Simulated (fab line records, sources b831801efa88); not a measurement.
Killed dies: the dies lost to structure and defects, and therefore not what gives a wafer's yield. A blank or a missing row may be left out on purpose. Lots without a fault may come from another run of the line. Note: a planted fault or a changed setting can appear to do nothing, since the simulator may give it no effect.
Split-lot experiment	flow gf180mcu	23 wafers read across 5 lots, on a route 602 steps long

SPLIT DETAILS
At GF_MIM_SPUTTER_02 (material AlCu, target thk 450 nm, time 23.9 s), the setting time_s was moved away from the recipe's 23.9 s on 6 of the 23 wafers read, by +7.6% to +9.6%. For the rest of the wafers, this setting stayed at what the recipe calls for.

FROM THE SPLIT TO THE READING: what the file shows between them, 10 steps
- GF_MIM_SPUTTER_08: material AlCu, target thk 200 nm, time 10.6 s (also split here: power_w)
- GF_MIM_SPUTTER_09: material TiN, target thk 35 nm, time 29.2 s
- GF_MIM_RS_MEAS_10: measures by four-point-probe
- GF_MIM_THK_MEAS_11: measures by xrf
- GF_MIM_METAL_ETCH_19: etches the open film in Cl2/BCl3, stops on Si3N4, target depth 324.5 nm, time 54.1 s (also split here: time_s)
- GF_MIM_STRIP_20: strips in O2/N2
- GF_M5_PEB_05: peb time 90 s (also split here: peb_temp_c)
- GF_M5_DEVELOP_06: develop time 60 s
- GF_M5_CD_MEAS_07: target cd 280 nm
- GF_M5_ETCH_09: etches Si3N4 in CF4/O2, target depth 52 nm, time 11.6 s

THE READING
M5.feature_depth_nm (the simulator's own value, which no gauge read), in nm, at GF_M5_METAL_ETCH_10 (etches the open film in Cl2/BCl3, stops on SiO2, target depth 627.5 nm, time 104.6 s). The file does not state a usual value for it. Across the 17 wafers here that went through the recipe, the average is 602.3 nm and the standard deviation 4.6 nm.

wafer	tool, chamber at the split	time_s as run, s	against the recipe	M5.feature_depth_nm, nm	against lot-mates on the recipe
L075.1	pvd_sputter-03, -	23.9	recipe	600.3	-
L075.2	pvd_sputter-03, -	25.71	+7.6%	631.8	+34.4
L075.3	pvd_sputter-03, -	25.71	+7.6%	626.5	+29.1
L075.5	pvd_sputter-03, -	25.71	+7.6%	627.1	+29.7
L075.6	pvd_sputter-03, -	23.9	recipe	594.5	-
L076.1	pvd_sputter-01, -	23.9	recipe	610	-
L076.2	pvd_sputter-01, -	23.9	recipe	610.1	-
L076.3	pvd_sputter-01, -	23.9	recipe	606.9	-
L076.5	pvd_sputter-01, -	23.9	recipe	606.6	-
L076.6	pvd_sputter-01, -	23.9	recipe	610.5	-
L079.1	pvd_sputter-04, -	23.9	recipe	601.4	-
L079.2	pvd_sputter-04, -	26.2	+9.6%	625.3	+25.0
L079.3	pvd_sputter-04, -	23.9	recipe	599.1	-
L079.4	pvd_sputter-04, -	26.2	+9.6%	625.7	+25.5
L079.5	pvd_sputter-04, -	26.2	+9.6%	621.8	+21.5
L080.1	pvd_sputter-03, -	23.9	recipe	598.1	-
L080.2	pvd_sputter-03, -	23.9	recipe	598.5	-
L080.6	pvd_sputter-03, -	23.9	recipe	600.3	-
L085.1	pvd_sputter-01, -	23.9	recipe	600.2	-
L085.2	pvd_sputter-01, -	23.9	recipe	599.6	-
L085.4	pvd_sputter-01, -	23.9	recipe	602.6	-
L085.5	pvd_sputter-01, -	23.9	recipe	600.3	-
L085.6	pvd_sputter-01, -	23.9	recipe	600.5	-

THE FIT
A straight line over all 23 wafers: M5.feature_depth_nm changes by +2.7 nm for each +1% of time_s; r = +0.91; the points scatter about the line by 5 nm.
The same after taking each lot's own level away (the mean of its wafers on the recipe; 23 wafers): +3.08 nm for each +1%; r = +0.95; scatter 4 nm.
According to that fit, moving time_s by its largest amount changes the reading by 30 nm.
Across the lots, their own levels run from 597.40 to 608.82 nm, a range of 2.5 times the standard deviation given above.
So the slope is not independent of the lot-to-lot level: the two fits are not the same.
Check: +31.2 nm against its lot-mates is what the line predicts for one of the wafers moved furthest among these (+9.6%) when that wafer is left out of the fit. Against them it came out at +25 nm.

OTHER SPLITS APPLIED TO THESE WAFERS
Other splits were also applied to these wafers ahead of the reading. Each is held against what the fit with the lots' levels taken away leaves over:
other split on the same wafers	wafers away from the commonest value	r with M5.feature_depth_nm (lot level and that fit taken away)
GF_V3_SPUTTER_22 time_s	9	+0.27
GF_V4_COAT_09 resist_thk_nm	8	+0.24
GF_MIM_SPUTTER_08 power_w	5	+0.01
GF_MIM_METAL_ETCH_19 time_s	11	+0.50
GF_M5_PEB_05 peb_temp_c	11	+0.01

THE WHOLE CHAIN: every reading that the file lists as answering this split, in the file's order
step	what it does	reading	change (the file's fit)	r (the file's)
GF_MIM_SPUTTER_02	material AlCu, target thk 450 nm, time 23.9 s	AlCu_of_MIM_SPUTTER_02.thk_nm (the simulator's own value, which no gauge read)	+4.39 nm for each +1% of the setting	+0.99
GF_M5_METAL_ETCH_10	etches the open film in Cl2/BCl3, stops on SiO2, target depth 627.5 nm, time 104.6 s	M5.feature_depth_nm (the simulator's own value, which no gauge read)	+3.11 nm for each +1% of the setting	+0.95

THE FILE'S OWN FIT
M5.feature_depth_nm changes by +3.11 nm for each +1% of time_s, r = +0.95.
